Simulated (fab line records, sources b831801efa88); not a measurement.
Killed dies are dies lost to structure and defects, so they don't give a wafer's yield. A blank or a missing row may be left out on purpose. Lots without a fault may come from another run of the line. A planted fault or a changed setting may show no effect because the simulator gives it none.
One fault seen from 2 desks | flow gf180mcu | each desk has only its own numbers; what lay behind them comes last

THE METROLOGY DESK
What the gauges read, lot by lot, whatever tool the lot ran on: means of the sampled wafers that have a number. A lot is out of limits, marked OUT, if its mean lies more than 4 standard deviations from the usual mean; the brackets give that distance.
Columns: A = cd_nm at GF_HV_LDD_CD_MEAS_19, usual 400.4 nm; B = HV_LDD_4_TW at GF_HV_LDD_TW_MEAS_50, usual 568.1; C = PSD_OVL at GF_PSD_OVL_MEAS_08, usual -0.2 nm
lot  | first seen here | A                | B     | C
L527 | day 11 01:25    | 401.7            | 567.8 | -0.1
L530 | day 12 01:33    | 396.8            | 565.6 | -1.0
L532 | day 12 17:38    | 400.4            | 565.5 | 0.3
L533 | day 13 05:04    | 400.8            | 564.6 | 2.1
L534 | day 13 11:48    | 400.5            | 567.5 | -3.3
L535 | day 13 15:58    | 402.0            | 568.4 | -1.2
L536 | day 14 03:29    | 397.0            | 571.1 | -0.1
L537 | day 14 07:59    | 402.0            | 566.7 | 1.4
L539 | day 14 22:36    | 400.1            | 569.2 | -0.0
L546 | day 17 04:46    | 392.6            | 568.6 | 0.2
L547 | day 17 10:19    | 386.9 (-6.4) OUT | 569.9 | 0.2
L548 | day 17 20:58    | 392.3            | 569.9 | -0.7
L549 | day 18 00:58    | 400.6            | 570.5 | -0.7
This desk's finding: out of limits on L547; first on L547, day 17 10:19 (cd_nm at GF_HV_LDD_CD_MEAS_19). In limits: L527, L530, L532, L533, L534, L535, L536, L537, L539, L546, L548, L549.

THE TOOL OWNER'S DESK: iline_stepper-02
The tool's own readings at GF_HV_LDD_EXPOSE_16 (exposes mask Pplus LV AREA, target cd 400 nm): means of the sampled wafers that have a number, for each lot that ran on this tool. A lot is out of limits, marked OUT, if its mean lies more than 4 standard deviations from the usual mean; the brackets give that distance.
Columns: A = exposure_dose_mJ_cm2 at GF_HV_LDD_EXPOSE_16, usual 139.99; B = focus_offset_nm at GF_HV_LDD_EXPOSE_16, usual 0.0 nm
lot  | first seen here | A                | B
L527 | day 10 16:58    | 139.90           | 0.6
L533 | day 12 19:01    | 140.12           | -0.1
L534 | day 13 02:09    | 140.02           | -0.7
L546 | day 16 17:25    | 135.77 (-32) OUT | -0.1
L547 | day 16 23:34    | 135.46 (-35) OUT | -0.0
L548 | day 17 09:37    | 135.45 (-35) OUT | -0.3
This desk's finding: out of limits on L546, L547, L548; first on L546, day 16 17:25 (exposure_dose_mJ_cm2 at GF_HV_LDD_EXPOSE_16). In limits: L527, L533, L534.

PUT TOGETHER
The tool owner's desk could have raised an alarm at day 16 17:25, on L546, L547, L548.
The metrology desk could have raised an alarm at day 17 10:19, on L547.
The metrology desk has L546, L548 on record, within its limits.
Of the lots named, all ran GF_HV_LDD_EXPOSE_16 on iline_stepper-02.

WHAT THE SIMULATOR HAD PUT IN
Process parameter drift: iline_stepper-02, from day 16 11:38 on, at GF_HV_LDD_EXPOSE_16. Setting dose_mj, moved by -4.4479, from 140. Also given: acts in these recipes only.
Lots struck among those shown: L546, L547, L548.
Hours from the fault's start to each desk's first reading out of limits: the tool owner's desk, 6; the metrology desk, 23.
